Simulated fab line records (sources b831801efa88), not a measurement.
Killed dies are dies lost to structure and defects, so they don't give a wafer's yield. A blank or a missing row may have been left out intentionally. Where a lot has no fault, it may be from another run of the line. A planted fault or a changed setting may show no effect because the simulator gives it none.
Problem report, 8D (eight disciplines) form, completed by code || flow gf180mcu || the parts of the form that need people (team, actions taken, sign-off) are left out

== 1. WHAT IS WRONG ==
Mean of runLengthS at GF_STI_WET_ETCH_26: 66 s across 6 wafers in 2 lots; on wafers with no fault it is 218 s (standard deviation 3.7). Relative to the usual mean, that is a shift of -41 standard deviations.
The step: etches SiO2 in dHF, target depth 94 nm, time 188 s.
Earliest sighting: wafer L922.1 on wetBench-03 at day 6 01:05. The record holds 42 wafers of 14 lots with a number at this step. The rule behind "out" and "out of limits": a value lying over 4 standard deviations away from the usual mean. All remaining wafers that have a number are taken as sound.

== 2. WHAT THIS IS AND IS NOT ==
{"question": "which readings at this step", "is": "runLengthS", "is not": "-"}
{"question": "which lots", "is": "L922, L923", "is not": "L904, L906, L909, L910, L912, L913, L915, L916, L917, L918, L926, L927"}
{"question": "which wafers of those lots", "is": "all that have a number", "is not": "-"}
{"question": "read on which tools", "is": "wetBench-03", "is not": "wetBench-04"}
{"question": "when", "is": "from day 6 01:05", "is not": "up to then (30 sound wafers); but 6 sound wafers of L926, L927 came after"}

== 3. SUSPECTS, AND WHAT RULES EACH OUT ==
Counting: a tool stays on the suspect list if, at a process step up to the reading, it processed all lots that are out and no sound lot following the first of them.
- wetBench-03 at GF_STI_WET_ETCH_26 (etches SiO2 in dHF, target depth 94 nm, time 188 s): kept. It processed each lot that is out, first L922 at day 6 01:05, and no sound lot thereafter; up to then, the last sound lot it processed was L918 at day 5 04:11. Its own runLengthS readings are out on those wafers.
Remaining after the count: wetBench-03 at GF_STI_WET_ETCH_26.

== 4. THE CAUSE (what the simulator had put in) ==
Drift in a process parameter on wetBench-03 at GF_STI_WET_ETCH_26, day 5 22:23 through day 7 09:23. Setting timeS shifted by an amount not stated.
After counting, this tool was the only one left.

== 5. THE CHAIN OF EFFECTS, in route order ==
Each row: a reading whose mean over the struck wafers that have a number lies more than 3 standard deviations from the usual. Only readings whose record carries a usual standard deviation are examined. hours: median over the lots of the time between each lot's start at the first step of this table that gives one and its start at this step. sigmas: the change, counted in usual standard deviations.
{"hours": 0, "step": "GF_STI_WET_ETCH_26", "reading": "runLengthS", "usual": "218 s", "on struck wafers": 66, "change": -152, "sigmas": -41}
Process steps it contains:
- GF_STI_WET_ETCH_26: etches SiO2 in dHF, target depth 94 nm, time 188 s.
At these later measuring or inspecting steps, every struck wafer for which the step has a row has a number for every such reading, and none has moved that far: GF_PSD_RS_MEAS_15.

== 6. WHAT WOULD HAVE CAUGHT IT SOONER ==
3 hours passed between the start of the fault at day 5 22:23 and the first reading out of limits in this record, taken at day 6 01:05.
